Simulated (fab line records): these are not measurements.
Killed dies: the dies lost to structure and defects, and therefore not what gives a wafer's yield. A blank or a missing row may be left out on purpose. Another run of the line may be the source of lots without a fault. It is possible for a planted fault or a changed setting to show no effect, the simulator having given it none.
Chamber matching ; flow gf180mcu ; 3 sister chambers for GF_V5_CVD_00 on hdpcvd-02
The step deposits SiO2, target thk 300 nm, time 50 s. 14 wafers are shown with their chamber, then 7 later ones without.

## WAFERS, EACH WITH ITS CHAMBER
wafer;chamber;run length s (s);pressure mtorr (mTorr);sih4 flow sccm (sccm)
L585.3;0;78.4;5.995;59.91
L585.4;1;78.1;6.012;60.05
L585.6;2;77.5;6.000;60.21
L590.3;2;77.8;6.010;60.24
L590.4;1;78.3;6.028;60.17
L590.6;2;77.3;5.998;60.11
L591.1;2;77.3;6.009;60.06
L591.4;2;77.3;5.996;59.55
L591.5;1;78.9;5.998;60.22
L596.1;2;77.5;5.988;60.28
L596.3;1;78.6;5.994;59.86
L596.6;1;78.1;5.999;59.97
L597.1;2;77.6;6.000;59.93
L597.3;1;78.8;5.987;59.81

SIGNATURES (averages over the wafers above)
reading;chamber 0;chamber 1;chamber 2;scatter within a chamber
run length s;78.400;78.467;77.471;0.274
pressure mtorr;5.99500;6.00300;6.00014;0.0114
sih4 flow sccm;59.9100;60.0133;60.0543;0.217
Rule: a wafer lies at a distance from a chamber equal to the root of the sum of squares, over the readings, of (its reading less the chamber's mean, divided by the reading's scatter). The wafer belongs to the nearest chamber; if the next one is less than 2 further off, it can't be placed. How the scatter is found: for the shown wafers, subtract from each reading the mean of its chamber, square and add these, divide the total by (wafers less chambers), then take the root.

## WAFERS WHOSE CHAMBER IS MISSING
wafer;run length s (s);pressure mtorr (mTorr);sih4 flow sccm (sccm)
L597.5;78.3;5.990;59.91
L598.1;77.9;5.984;59.95
L598.2;77.4;5.993;59.85
L598.6;77.9;5.983;60.09
L599.1;78.8;5.975;60.14
L599.2;77.9;5.994;59.97
L599.3;77.9;5.978;59.92

## THE CHAMBER EACH PASSED THROUGH
wafer;from the rows above;in truth
L597.5;can't be placed: 0 or 1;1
L598.1;can't be placed: 0 or 2 or 1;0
L598.2;2;2
L598.6;can't be placed: 2 or 0 or 1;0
L599.1;can't be placed: 0 or 1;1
L599.2;can't be placed: 2 or 0 or 1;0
L599.3;can't be placed: 0 or 2 or 1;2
1 of 7 placed correctly. Not placeable from these rows: 6 (in 6, the candidates include the true chamber). Placed wrongly: 0.
